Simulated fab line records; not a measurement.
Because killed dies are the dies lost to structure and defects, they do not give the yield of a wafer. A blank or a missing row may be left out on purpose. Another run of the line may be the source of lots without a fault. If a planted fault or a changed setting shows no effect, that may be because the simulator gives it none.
One fault seen from 2 desks + flow sky130 + each desk holds nothing but its own numbers, with what lay behind them at the end

FROM THE METROLOGY DESK
Means of the sampled wafers that have a number, per lot and without regard to the tool the lot ran on: this is what the gauges read. The brackets show how far a lot's mean lies from the usual mean; more than 4 standard deviations puts the lot out of limits, marked OUT.
Columns: A = PWDE_TW at SKY_PWDE_TW_MEAS_10, usual 368; B = NWELL_00_OVL at SKY_NWELL_OVL_MEAS_10, usual -1.7 nm
| lot  | first seen here | A   | B    |
|------|-----------------|-----|------|
| L989 | day 5 02:16     | 372 | -1.5 |
| L994 | day 6 05:22     | 368 | -0.9 |
| L998 | day 7 01:22     | 367 | -0.5 |
| L100 | day 7 15:28     | 367 | -0.9 |
| L101 | day 7 20:26     | 367 | -1.6 |
| L105 | day 8 16:11     | 369 | -2.2 |
| L106 | day 9 02:45     | 368 | -2.3 |
This desk found nothing out of limits on any of the 7 lots.

DESK OF THE TOOL OWNER: implanter-04
The tool's own readings at SKY_NWELL_IMPLANT_13, given as means over the sampled wafers that have a number, one for each lot that went through this tool. The brackets show how far a lot's mean lies from the usual mean; more than 4 standard deviations puts the lot out of limits, marked OUT.
Columns: A = doseIonsCm2 at SKY_NWELL_IMPLANT_13, usual 7.001e+11; B = faradayCurrentUA at SKY_NWELL_IMPLANT_13, usual 3.94
| lot  | first seen here | A                           | B               |
|------|-----------------|-----------------------------|-----------------|
| L994 | day 7 00:05     | 6.992e+11                   | 3.91            |
| L998 | day 7 21:15     | 6.088e+11 (-99 or more) OUT | 3.49 (-5.9) OUT |
| L100 | day 8 12:05     | 6.076e+11 (-99 or more) OUT | 3.46 (-6.2) OUT |
| L101 | day 8 16:53     | 6.087e+11 (-99 or more) OUT | 3.43 (-6.7) OUT |
Finding of this desk: L100, L101, L998 out of limits; the first was L998 at day 7 21:15, on doseIonsCm2 at SKY_NWELL_IMPLANT_13. In limits: L994.

PUT TOGETHER
The tool owner's desk had the chance to raise an alarm at day 7 21:15 on L100, L101, L998.
Metrology desk: nothing out of limits seen.
The metrology desk has L100, L101, L998 on record, within its limits.
Every lot named ran SKY_NWELL_IMPLANT_13 on implanter-04.

WHAT THE SIMULATOR PUT IN
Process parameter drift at SKY_NWELL_IMPLANT_13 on implanter-04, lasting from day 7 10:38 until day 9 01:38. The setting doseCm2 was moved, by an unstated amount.
Lots struck among those shown: L100, L101, L998.
Time in hours from fault onset to the first out-of-limits reading at each desk: the tool owner's desk, 11.
